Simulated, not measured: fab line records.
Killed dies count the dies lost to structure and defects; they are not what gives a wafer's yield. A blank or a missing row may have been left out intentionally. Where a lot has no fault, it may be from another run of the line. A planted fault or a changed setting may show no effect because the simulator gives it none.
Which tool was responsible? :: flow gf180mcu :: 39 wafers from 13 lots sampled at 4 of the route's 602 steps

WHAT THE GAUGES READ, wafer by wafer
GF_PASSIVATION_THK_MEAS_03. Usual: PASSIVATION_CVD_02_THK 700 nm, standard deviation 11.
lot: L987
measured: day 28 17:44
on: filmMetro-03
PASSIVATION_CVD_02_THK (nm): 706 700 714
flag: 

lot: L988
measured: day 29 01:10
on: filmMetro-02
PASSIVATION_CVD_02_THK (nm): 693 685 702
flag: 

lot: L989
measured: day 29 09:50
on: filmMetro-02
PASSIVATION_CVD_02_THK (nm): 696 731 707
flag: 

lot: L990
measured: day 29 22:46
on: filmMetro-02
PASSIVATION_CVD_02_THK (nm): 696 700 702
flag: 

lot: L991
measured: day 30 01:32
on: filmMetro-03
PASSIVATION_CVD_02_THK (nm): 690 706 702
flag: 

lot: L992
measured: day 30 11:56
on: filmMetro-03
PASSIVATION_CVD_02_THK (nm): 688 695 712
flag: 

lot: L993
measured: day 30 12:52
on: filmMetro-03
PASSIVATION_CVD_02_THK (nm): 684 697 704
flag: 

lot: L994
measured: day 31 00:46
on: filmMetro-04
PASSIVATION_CVD_02_THK (nm): 697 700 690
flag: 

lot: L995
measured: day 31 04:44
on: filmMetro-03
PASSIVATION_CVD_02_THK (nm): 697 697 710
flag: 

lot: L996
measured: day 31 10:36
on: filmMetro-04
PASSIVATION_CVD_02_THK (nm): 692 703 692
flag: 

lot: L997
measured: day 31 19:38
on: filmMetro-02
PASSIVATION_CVD_02_THK (nm): 703 703 707
flag: 

lot: L998
measured: day 32 03:57
on: filmMetro-02
PASSIVATION_CVD_02_THK (nm): 690 684 702
flag: 

lot: L101
measured: day 32 17:08
on: filmMetro-04
PASSIVATION_CVD_02_THK (nm): 685 698 707
flag: 

EACH LOT AND THE TOOL THAT RAN IT (in order: tool; ch and the chambers of the sampled wafers; start)
lot: L987
GF_M3_SPUTTER_03: pvdSputter-03, day 20 22:40
GF_V3_CMP_26: cmp-02 ch 0,1,2, day 23 00:43
GF_M4_SPUTTER_02: pvdSputter-04, day 23 01:02

lot: L988
GF_M3_SPUTTER_03: pvdSputter-01, day 21 08:38
GF_V3_CMP_26: cmp-01 ch 1,2,3, day 23 10:28
GF_M4_SPUTTER_02: pvdSputter-01, day 23 10:53

lot: L989
GF_M3_SPUTTER_03: pvdSputter-03, day 21 21:10
GF_V3_CMP_26: cmp-02 ch 0,1, day 23 21:55
GF_M4_SPUTTER_02: pvdSputter-01, day 23 22:22

lot: L990
GF_M3_SPUTTER_03: pvdSputter-01, day 22 08:22
GF_V3_CMP_26: cmp-01 ch 0,1,2, day 24 09:22
GF_M4_SPUTTER_02: pvdSputter-01, day 24 09:45

lot: L991
GF_M3_SPUTTER_03: pvdSputter-02, day 22 14:43
GF_V3_CMP_26: cmp-02 ch 1,2, day 24 15:41
GF_M4_SPUTTER_02: pvdSputter-04, day 24 16:07

lot: L992
GF_M3_SPUTTER_03: pvdSputter-03, day 23 04:43
GF_V3_CMP_26: cmp-01 ch 0,2, day 25 02:52
GF_M4_SPUTTER_02: pvdSputter-03, day 25 03:14

lot: L993
GF_M3_SPUTTER_03: pvdSputter-02, day 23 05:04
GF_V3_CMP_26: cmp-01 ch 0,1,3, day 25 03:44
GF_M4_SPUTTER_02: pvdSputter-01, day 25 04:07

lot: L994
GF_M3_SPUTTER_03: pvdSputter-03, day 23 19:53
GF_V3_CMP_26: cmp-02 ch 0,2,3, day 25 17:49
GF_M4_SPUTTER_02: pvdSputter-03, day 25 18:09

lot: L995
GF_M3_SPUTTER_03: pvdSputter-02, day 23 23:24
GF_V3_CMP_26: cmp-02 ch 0,1,2, day 25 22:19
GF_M4_SPUTTER_02: pvdSputter-04, day 25 22:39

lot: L996
GF_M3_SPUTTER_03: pvdSputter-01, day 24 08:13
GF_V3_CMP_26: cmp-02 ch 1,2,3, day 26 06:08
GF_M4_SPUTTER_02: pvdSputter-03, day 26 06:34

lot: L997
GF_M3_SPUTTER_03: pvdSputter-02, day 24 16:49
GF_V3_CMP_26: cmp-01 ch 0,1,2, day 26 14:53
GF_M4_SPUTTER_02: pvdSputter-03, day 26 15:13

lot: L998
GF_M3_SPUTTER_03: pvdSputter-02, day 25 03:34
GF_V3_CMP_26: cmp-02 ch 2,3, day 27 00:35
GF_M4_SPUTTER_02: pvdSputter-01, day 27 01:01

lot: L101
GF_M3_SPUTTER_03: pvdSputter-02, day 25 21:44
GF_V3_CMP_26: cmp-01 ch 0,2, day 27 17:53
GF_M4_SPUTTER_02: pvdSputter-01, day 27 18:19
- GF_M3_SPUTTER_03: material Ti, target thk 10 nm, time 6.7 s.
- GF_V3_CMP_26: polishes, stops on SiO2, t overpolish 15 s, target thk 0 nm.
- GF_M4_SPUTTER_02: material AlCu, target thk 450 nm, time 23.9 s.

WHAT THE TOOLS THEMSELVES READ (means of the sampled wafers that have a number; where no wafer has one, the mark that the record gives instead)
GF_M3_SPUTTER_03. Usual: throttleValvePct 30.4 %, standard deviation 1.1.
lot: L987
tool: pvdSputter-03
throttleValvePct (%): 29.4
flag: 

lot: L988
tool: pvdSputter-01
throttleValvePct (%): 30.2
flag: 

lot: L989
tool: pvdSputter-03
throttleValvePct (%): 30.6
flag: 

lot: L990
tool: pvdSputter-01
throttleValvePct (%): 30.5
flag: 

lot: L991
tool: pvdSputter-02
throttleValvePct (%): 31.1
flag: 

lot: L992
tool: pvdSputter-03
throttleValvePct (%): 30.2
flag: 

lot: L993
tool: pvdSputter-02
throttleValvePct (%): 31.9
flag: 

lot: L994
tool: pvdSputter-03
throttleValvePct (%): 28.9
flag: 

lot: L995
tool: pvdSputter-02
throttleValvePct (%): 30.2
flag: 

lot: L996
tool: pvdSputter-01
throttleValvePct (%): 30.4
flag: 

lot: L997
tool: pvdSputter-02
throttleValvePct (%): 31.7
flag: 

lot: L998
tool: pvdSputter-02
throttleValvePct (%): 30.2
flag: 

lot: L101
tool: pvdSputter-02
throttleValvePct (%): 31.7
flag: 

GF_V3_CMP_26. Usual: motorCurrentA 11.4 A, standard deviation 1.1; overpolishRunS 15.000 s, standard deviation 0.0094; slurryFlowMlMin 149.9, standard deviation 0.53; timeToEndpointS 85 s, standard deviation 4.9.
lot: L987
tool: cmp-02
motorCurrentA (A): 11.7
overpolishRunS (s): 15.006
slurryFlowMlMin: 149.5
timeToEndpointS (s): 80
flag: 

lot: L988
tool: cmp-01
motorCurrentA (A): 10.6
overpolishRunS (s): 15.004
slurryFlowMlMin: 149.9
timeToEndpointS (s): 85
flag: 

lot: L989
tool: cmp-02
motorCurrentA (A): 12.6
overpolishRunS (s): 14.995
slurryFlowMlMin: 149.8
timeToEndpointS (s): 82
flag: 

lot: L990
tool: cmp-01
motorCurrentA (A): 10.7
overpolishRunS (s): 15.003
slurryFlowMlMin: 150.3
timeToEndpointS (s): 88
flag: 

lot: L991
tool: cmp-02
motorCurrentA (A): 12.1
overpolishRunS (s): 15.000
slurryFlowMlMin: 150.1
timeToEndpointS (s): 85
flag: 

lot: L992
tool: cmp-01
motorCurrentA (A): 10.6
overpolishRunS (s): 15.005
slurryFlowMlMin: 149.7
timeToEndpointS (s): 84
flag: 

lot: L993
tool: cmp-01
motorCurrentA (A): 11.2
overpolishRunS (s): 15.004
slurryFlowMlMin: 149.6
timeToEndpointS (s): 89
flag: 

lot: L994
tool: cmp-02
motorCurrentA (A): 11.5
overpolishRunS (s): 15.010
slurryFlowMlMin: 150.4
timeToEndpointS (s): 84
flag: 

lot: L995
tool: cmp-02
motorCurrentA (A): 12.0
overpolishRunS (s): 14.991
slurryFlowMlMin: 150.0
timeToEndpointS (s): 85
flag: 

lot: L996
tool: cmp-02
motorCurrentA (A): 11.5
overpolishRunS (s): 15.000
slurryFlowMlMin: 150.1
timeToEndpointS (s): 80
flag: 

lot: L997
tool: cmp-01
motorCurrentA (A): 10.9
overpolishRunS (s): 14.998
slurryFlowMlMin: 149.9
timeToEndpointS (s): 91
flag: 

lot: L998
tool: cmp-02
motorCurrentA (A): 11.1
overpolishRunS (s): 15.009
slurryFlowMlMin: 150.0
timeToEndpointS (s): 80
flag: 

lot: L101
tool: cmp-01
motorCurrentA (A): 10.1
overpolishRunS (s): 15.002
slurryFlowMlMin: 150.2
timeToEndpointS (s): 86
flag: 

GF_M4_SPUTTER_02. Usual: throttleValvePct 30.3 %, standard deviation 0.56.
lot: L987
tool: pvdSputter-04
throttleValvePct (%): 30.8
flag: 

lot: L988
tool: pvdSputter-01
throttleValvePct (%): 30.1
flag: 

lot: L989
tool: pvdSputter-01
throttleValvePct (%): 30.4
flag: 

lot: L990
tool: pvdSputter-01
throttleValvePct (%): 30.4
flag: 

lot: L991
tool: pvdSputter-04
throttleValvePct (%): 30.6
flag: 

lot: L992
tool: pvdSputter-03
throttleValvePct (%): 30.4
flag: 

lot: L993
tool: pvdSputter-01
throttleValvePct (%): 30.5
flag: 

lot: L994
tool: pvdSputter-03
throttleValvePct (%): 29.9
flag: 

lot: L995
tool: pvdSputter-04
throttleValvePct (%): 30.8
flag: 

lot: L996
tool: pvdSputter-03
throttleValvePct (%): 30.1
flag: 

lot: L997
tool: pvdSputter-03
throttleValvePct (%): 30.1
flag: 

lot: L998
tool: pvdSputter-01
throttleValvePct (%): 30.3
flag: 

lot: L101
tool: pvdSputter-01
throttleValvePct (%): 30.6
flag: 

THE ANSWER, worked out from the rows above alone
Rule: take the mean of a lot's wafers that have a number; if it is more than 3 standard deviations from the usual mean, the lot is off. Also off: a lot with no number at a reading for which 4 or more lots have one. Where the step has rows for the other lots, those lots are counted as sound. First the gauges in route order, then the tools' own readings, where a lot's mean is used as printed above. The first step at which some lot is off is used, and at that step the reading that is off furthest; a lot without a number counts as furthest.
No lot is off at any reading shown: from this, nothing can be told.

WHAT HAD BEEN PUT IN BY THE SIMULATOR
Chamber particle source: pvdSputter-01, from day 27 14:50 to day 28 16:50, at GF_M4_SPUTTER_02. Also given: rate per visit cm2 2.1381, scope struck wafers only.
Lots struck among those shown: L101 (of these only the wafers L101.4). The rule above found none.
